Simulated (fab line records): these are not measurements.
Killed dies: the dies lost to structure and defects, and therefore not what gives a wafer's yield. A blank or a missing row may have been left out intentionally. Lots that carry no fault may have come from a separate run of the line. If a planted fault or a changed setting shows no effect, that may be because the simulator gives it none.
Comparing a struck lot with a sound one -- flow sfq-line -- 42 out of 325 route steps
Sound: the wafers L493.1, L493.2, L493.6. Struck: wafer L494.4 (left out: L494.2, L494.3 of the same lot, which were not struck); the cause appears at the end.
At each step with rows: each side's tool, then ch and its chambers, then its first start. Under that, the readings that differ: sound wafers -- struck wafers -- difference of the means -- sigmas: that difference in standard deviations of wafers without a fault.
alike: same words and numbers on both sides, and readings whose means sit less than 2 such deviations apart. not compared: any withheld reading, any reading some wafer has no value for, any bound like >300 that may hide the same value, and any number with overlapping values for which the record gives no deviation.
Wherever a step has rows on one side only, a row that says differs or no value, or a row with sigmas, the two part there. Non-overlapping numbers with no deviation appear without sigmas and do not part them. A reading that every wafer of one side lacks parts them only if that side has two wafers or more.

first, 6 steps without rows for these wafers: SFQ_TRILAYER_M3_LITHO_COAT_080 (resist thk 62 nm); SFQ_TRILAYER_M3_LITHO_COAT_075 (resist thk 600 nm); SFQ_TRILAYER_M3_LITHO_SOFTBAKE_079; SFQ_TRILAYER_M3_LITHO_EXPOSE_076 (exposes mask M3, target cd 500 nm); SFQ_TRILAYER_M3_LITHO_PEB_078 (peb time 60 s); SFQ_TRILAYER_M3_LITHO_DEVELOP_077 (time 60 s).
SFQ_M3_OVL_MEAS_921:
  sound: overlay-01 at day 29 20:34; struck: overlay-01 at day 30 11:28
  alike: M3_OVL
then, 1 step without rows for these wafers: SFQ_TRILAYER_M3_BARC_OPEN_METAL_ETCH_100 (etches BARC in O2, target depth 125 nm, time 41.7 s).
SFQ_TRILAYER_M3_ETCH_METAL_ETCH_078: etches Nb in Cl2/Ar, stops on SiO2, target depth 240 nm, time 120 s.
  sound on rie-metal-02 ch 0,1, day 29 20:40; struck on rie-metal-02 ch 0, day 30 11:34
reading,sound,struck,difference,sigmas
rf-fwd-power-W (W),594.8 602.2 595.5,593.2,-4.3,-2
  alike: drypump-motor-current-A, he-backside-leak-sccm, oes-product-au
  not compared: rf-hours-counter-h
then, 2 steps without rows for these wafers: SFQ_TRILAYER_M3_STRIP_STRIP_079 (strips in O2); SFQ_TRILAYER_M3_STRIP_SOLV_CLEAN_080 (cleans in NMP, time 600 s).
SFQ_TRILAYER_I3_DEP_PECVD_081: deposits SiO2 from SiH4/N2O, time 111.11 s, target thk 500 nm.
  sound on pecvd-04 ch 0,2, day 29 21:35; struck on pecvd-01 ch 1, day 30 12:28
reading,sound,struck,difference,sigmas
heater-power-w (W),95 86 99,77,-16,-2
  alike: rf-fwd-power-W, susceptor-temp-C, throttle-valve-pct
SFQ_TRILAYER_I3_CMP_CMP_082: polishes SiO2.
  sound on cmp-01 ch 1,2, day 29 23:29; struck on cmp-01 ch 0, day 30 14:29
reading,sound,struck,difference,sigmas
time-to-endpoint-s (s),202 210 209,281,+74,+11
model.SiO2_of_TRILAYER_I3_DEP_PECVD_081.thk-nm (nm),200.2 199.2 199.6,306.4,+106.7,
  alike: motor-current-A, retaining-ring-pressure-frac
SFQ_I3_BOW_MEAS_922:
  sound: film-metro-01 at day 30 02:29; struck: film-metro-01 at day 30 17:31
  alike: I3_BOW
SFQ_TRILAYER_I3_METRO_MEASURE_083:
  sound: film-metro-01 at day 30 02:37; struck: film-metro-01 at day 30 17:49
reading,sound,struck,difference,sigmas
thk-nm (nm),200.2 199.1 199.6,306.5,+106.9,+97
then, 6 steps without rows for these wafers: SFQ_TRILAYER_I3_VIA_LITHO_COAT_090 (resist thk 62 nm); SFQ_TRILAYER_I3_VIA_LITHO_COAT_085 (resist thk 650 nm); SFQ_TRILAYER_I3_VIA_LITHO_SOFTBAKE_089; SFQ_TRILAYER_I3_VIA_LITHO_EXPOSE_086 (exposes mask I3, target cd 500 nm); SFQ_TRILAYER_I3_VIA_LITHO_PEB_088 (peb time 60 s); SFQ_TRILAYER_I3_VIA_LITHO_DEVELOP_087 (time 60 s).
-- the record jumps here: 6 days lie between the struck wafers' starts before and after --
SFQ_I3_OVL_MEAS_923:
  sound: overlay-01 at day 36 16:15; struck: overlay-01 at day 37 05:27
  alike: I3_OVL
SFQ_TRILAYER_I3_VIA_BARC_OPEN_VIA_ETCH_121: etches BARC in O2, target depth 125 nm, time 41.7 s.
  sound on rie-diel-04 ch 0,2,3, day 36 16:17; struck on rie-diel-01 ch 2, day 37 05:29
  alike: drypump-motor-current-A, oes-product-au, rf-fwd-power-W
  not compared: rf-hours-counter-h
SFQ_TRILAYER_I3_VIA_ETCH_VIA_ETCH_088: etches SiO2 in CHF3, stops on Nb, target depth 260 nm.
  sound on rie-diel-04 ch 0,2,3, day 36 16:19; struck on rie-diel-01 ch 2, day 37 05:31
reading,sound,struck,difference,sigmas
oes-product-au (a.u.),0.850 0.857 0.860,1.009,+0.153,+28
model.I3.feature-depth-nm (nm),200.2 199.2 199.6,264.7,+65.0,
model.etch.depth-nm (nm),200.2 199.2 199.6,264.7,+65.0,
  alike: drypump-motor-current-A, rf-fwd-power-W
then, 2 steps without rows for these wafers: SFQ_TRILAYER_I3_VIA_STRIP_STRIP_089 (strips in O2); SFQ_TRILAYER_I3_VIA_STRIP_SOLV_CLEAN_090 (cleans in NMP, time 600 s).
SFQ_TRILAYER_M4_DEP_PRE_CLEAN_092: time 22.5 s.
  sound: pvd-sputter-04 at day 36 17:13; struck: pvd-sputter-06 at day 37 06:25
reading,sound,struck,difference,sigmas
model.SiO2_of_TRILAYER_I3_DEP_PECVD_081.thk-nm (nm),192.7 191.7 192.1,298.9,+106.7,
SFQ_TRILAYER_M4_DEP_SPUTTER_091: material Nb, target thk 200 nm, time 133.3 s.
  sound: pvd-sputter-04 at day 36 17:14; struck: pvd-sputter-06 at day 37 06:26
  alike: throttle-valve-pct
SFQ_M4_RS_MEAS_924: a four-point-probe measurement.
  sound: film-metro-02 at day 36 17:20; struck: film-metro-04 at day 37 06:33
  alike: M4_NB_RS
then, 6 steps without rows for these wafers: SFQ_TRILAYER_M4_LITHO_COAT_098 (resist thk 62 nm); SFQ_TRILAYER_M4_LITHO_COAT_093 (resist thk 600 nm); SFQ_TRILAYER_M4_LITHO_SOFTBAKE_097; SFQ_TRILAYER_M4_LITHO_EXPOSE_094 (exposes mask M4, target cd 500 nm); SFQ_TRILAYER_M4_LITHO_PEB_096 (peb time 60 s); SFQ_TRILAYER_M4_LITHO_DEVELOP_095 (time 60 s).
SFQ_M4_OVL_MEAS_926:
  sound: overlay-02 at day 36 20:58; struck: overlay-02 at day 37 11:11
  alike: M4_OVL
then, 2 steps without rows for these wafers: SFQ_TRILAYER_M4_BARC_OPEN_METAL_ETCH_123 (etches BARC in O2, target depth 125 nm, time 41.7 s); SFQ_TRILAYER_M4_ETCH_METAL_ETCH_096 (etches Nb in Cl2/Ar, stops on SiO2, target depth 240 nm, time 120 s).
SFQ_TRILAYER_M4_STRIP_STRIP_097: strips in O2.
  sound on rie-metal-04 ch 0,1, day 36 21:11; struck on rie-metal-03 ch 1, day 37 11:24
  alike: drypump-motor-current-A, he-backside-leak-sccm, oes-product-au
  not compared: rf-hours-counter-h
then, 2 steps without rows for these wafers: SFQ_TRILAYER_M4_STRIP_SOLV_CLEAN_098 (cleans in NMP, time 600 s); SFQ_TRILAYER_I4_DEP_PECVD_099 (deposits SiO2 from SiH4/N2O, time 111.11 s, target thk 500 nm).
-- the record jumps here: 31 days lie between the struck wafers' starts before and after --
SFQ_M8_BOW_MEAS_951:
  sound: film-metro-01 at day 68 20:48; struck: film-metro-02 at day 68 22:01
reading,sound,struck,difference,sigmas
model.etest.i3.link-ohm,1.975 1.974 1.981,1e+06,+1e+06,
  alike: M8_BOW

WHERE THEY PART
Earliest at SFQ_TRILAYER_M3_ETCH_METAL_ETCH_078; latest, in this record, at SFQ_TRILAYER_I3_VIA_ETCH_VIA_ETCH_088. Later steps at which nothing parts them and some readings are alike: SFQ_TRILAYER_M4_DEP_SPUTTER_091, SFQ_M4_RS_MEAS_924, SFQ_M4_OVL_MEAS_926, SFQ_TRILAYER_M4_STRIP_STRIP_097, SFQ_M8_BOW_MEAS_951.

WHY: whatever the simulator had introduced
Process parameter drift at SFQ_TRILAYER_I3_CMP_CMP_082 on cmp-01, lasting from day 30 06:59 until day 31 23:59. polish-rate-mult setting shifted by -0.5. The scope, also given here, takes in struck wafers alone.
